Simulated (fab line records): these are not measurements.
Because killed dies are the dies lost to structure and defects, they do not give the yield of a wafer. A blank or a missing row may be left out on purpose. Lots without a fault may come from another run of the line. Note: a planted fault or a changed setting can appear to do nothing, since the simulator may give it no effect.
Which tool is to blame? + flow sky130 + 11 lots, 33 wafers sampled, at 5 steps of a route of 708

== WHAT THE GAUGES READ, wafer by wafer ==
SKY_LDD_LDN_TW_MEAS_13.
| lot  | measured     | on           | LDD_LDN_TW     |
|------|--------------|--------------|----------------|
| L691 | day 23 00:27 | filmMetro-04 | 1479 1480 1475 |
| L692 | day 23 20:16 | filmMetro-02 | 1516 1511 1514 |
| L694 | day 24 11:29 | filmMetro-03 | 1469 1461 1467 |
| L695 | day 24 17:23 | filmMetro-02 | 1518 1533 1523 |
| L696 | day 25 10:10 | filmMetro-03 | 1483 1475 1479 |
| L698 | day 25 22:54 | filmMetro-02 | 1505 1510 1502 |
| L699 | day 26 08:54 | filmMetro-04 | 1488 1485 1484 |
| L705 | day 28 03:27 | filmMetro-04 | 1479 1493 1489 |
| L707 | day 28 20:08 | filmMetro-02 | 1512 1508 1512 |
| L712 | day 30 11:28 | filmMetro-03 | 1478 1477 1469 |
| L713 | day 30 14:18 | filmMetro-03 | 1474 1482 1475 |

SKY_RES_XHIGH_TW_MEAS_09.
| lot  | measured     | on           | RES_XHIGH_TW   |
|------|--------------|--------------|----------------|
| L691 | day 26 18:33 | filmMetro-02 | 1672 1665 1671 |
| L692 | day 27 13:39 | filmMetro-01 | 1632 1634 1631 |
| L694 | day 28 03:58 | filmMetro-01 | 1633 1622 1635 |
| L695 | day 28 09:46 | filmMetro-01 | 1625 1625 1623 |
| L696 | day 29 02:16 | filmMetro-02 | 1691 1685 1686 |
| L698 | day 29 15:52 | filmMetro-04 | 1624 1638 1632 |
| L699 | day 30 00:15 | filmMetro-02 | 1672 1675 1680 |
| L705 | day 31 16:14 | filmMetro-04 | 1556 1558 1564 |
| L707 | day 32 07:16 | filmMetro-02 | 1574 1572 1570 |
| L712 | day 33 22:19 | filmMetro-01 | 1640 1636 1643 |
| L713 | day 34 00:09 | filmMetro-01 | 1626 1624 1629 |

SKY_SD_N_RS_MEAS_18: a four-point-probe measurement.
| lot  | measured     | on           | RES_XHIGH_RS (ohm/sq) |
|------|--------------|--------------|-----------------------|
| L691 | day 28 00:35 | filmMetro-04 | 334.7 335.3 333.7     |
| L692 | day 28 18:01 | filmMetro-01 | 334.3 335.0 335.9     |
| L694 | day 29 08:52 | filmMetro-04 | 333.7 332.6 334.3     |
| L695 | day 29 13:11 | filmMetro-04 | 334.5 334.8 335.1     |
| L696 | day 30 07:04 | filmMetro-01 | 333.8 334.0 334.0     |
| L698 | day 30 20:13 | filmMetro-04 | 334.2 335.5 335.8     |
| L699 | day 31 04:09 | filmMetro-04 | 333.9 333.2 332.8     |
| L705 | day 32 19:17 | filmMetro-04 | 386.1 386.9 387.0     |
| L707 | day 33 10:50 | filmMetro-01 | 387.1 385.7 385.6     |
| L712 | day 35 01:21 | filmMetro-02 | 333.6 332.2 333.7     |
| L713 | day 35 03:08 | filmMetro-04 | 332.3 332.5 330.4     |

== WHICH TOOL RAN EACH LOT (tool, then ch and the chambers of the sampled wafers, then the start) ==
| lot  | SKY_RES_XHIGH_IMPLANT_07        | SKY_RES_XHIGH_STRIP_08              |
|------|---------------------------------|-------------------------------------|
| L691 | implanter-02 ch 0, day 26 18:18 | plasmaAsher-04 ch 1, day 26 18:27   |
| L692 | implanter-01 ch 0, day 27 13:25 | plasmaAsher-02 ch 0,1, day 27 13:32 |
| L694 | implanter-02 ch 0, day 28 03:43 | plasmaAsher-02 ch 0,1, day 28 03:51 |
| L695 | implanter-02 ch 0, day 28 09:29 | plasmaAsher-02 ch 0,1, day 28 09:38 |
| L696 | implanter-02 ch 0, day 29 02:02 | plasmaAsher-03 ch 0,1, day 29 02:11 |
| L698 | implanter-02 ch 0, day 29 15:38 | plasmaAsher-04 ch 0,1, day 29 15:47 |
| L699 | implanter-01 ch 0, day 30 00:00 | plasmaAsher-03 ch 1, day 30 00:09   |
| L705 | implanter-02 ch 0, day 31 15:59 | plasmaAsher-03 ch 0,1, day 31 16:08 |
| L707 | implanter-02 ch 0, day 32 07:01 | plasmaAsher-02 ch 0,1, day 32 07:10 |
| L712 | implanter-01 ch 0, day 33 22:05 | plasmaAsher-04 ch 0,1, day 33 22:13 |
| L713 | implanter-01 ch 0, day 33 23:54 | plasmaAsher-02 ch 0,1, day 34 00:03 |
- SKY_RES_XHIGH_IMPLANT_07
- SKY_RES_XHIGH_STRIP_08: strips in O2/N2.

== WHAT THE TOOLS THEMSELVES READ (means of the sampled wafers that have a number; where no wafer has one, the mark that the record gives instead) ==
SKY_RES_XHIGH_STRIP_08.
| lot  | tool           | drypumpMotorCurrentA (A) | oesProductAu (a.u.) | stripTimeToEndpointS (s) |
|------|----------------|--------------------------|---------------------|--------------------------|
| L691 | plasmaAsher-04 | 5.4                      | 0.714               | 14.23                    |
| L692 | plasmaAsher-02 | 5.9                      | 0.715               | 14.24                    |
| L694 | plasmaAsher-02 | 6.1                      | 0.715               | 14.31                    |
| L695 | plasmaAsher-02 | 6.1                      | 0.713               | 14.31                    |
| L696 | plasmaAsher-03 | 5.3                      | 0.710               | 14.23                    |
| L698 | plasmaAsher-04 | 5.7                      | 0.714               | 14.20                    |
| L699 | plasmaAsher-03 | 4.7                      | 0.714               | 14.30                    |
| L705 | plasmaAsher-03 | 5.0                      | 0.719               | 14.14                    |
| L707 | plasmaAsher-02 | 6.1                      | 0.719               | 14.15                    |
| L712 | plasmaAsher-04 | 5.7                      | 0.711               | 14.27                    |
| L713 | plasmaAsher-02 | 5.9                      | 0.710               | 14.27                    |

== THE ANSWER, worked out from the rows above alone ==
Rule: what is usual is taken from the lots themselves. Put in order of their means at a reading, lots are off if they are a third of the lots or fewer, leave a main group of 4 or more, and stand apart from it by a gap of 3 or more times the standard deviation of the main group's means; of several such gaps the widest counts. If all means in a main group match to the digits the tables above print for the reading, that group is not used. A lot without any number at a reading at which 4 lots or more have one is off too. Where the step has rows for the other lots, those lots are counted as sound. After the gauges, taken in route order, come the tools' own readings; for these a lot's mean is taken, as printed above. The first step at which some lot is off is used, and at that step the reading that is off furthest; a lot without a number counts as furthest.
Off: at SKY_SD_N_RS_MEAS_18 (RES_XHIGH_RS), L705, L707. The main group has a mean of 333.9 ohm/sq with a standard deviation of 1.1.
A tool fits if, at a process step before that reading, it ran every lot that is off, and no sound lot after the first of them. Those tools and the gauges at SKY_SD_N_RS_MEAS_18 are tried in the same way. One fits: implanter-02 at SKY_RES_XHIGH_IMPLANT_07. Its last sound lot is L698 (day 29 15:38), its first lot that is off L705 (day 31 15:59): a fault that began between those two fits.

== WHAT WAS PUT IN BY THE SIMULATOR ==
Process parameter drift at SKY_RES_XHIGH_IMPLANT_07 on implanter-02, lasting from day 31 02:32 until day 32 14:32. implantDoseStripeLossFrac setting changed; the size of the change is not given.
Shown lots that were struck: L705, L707. Same finding as the rule above.
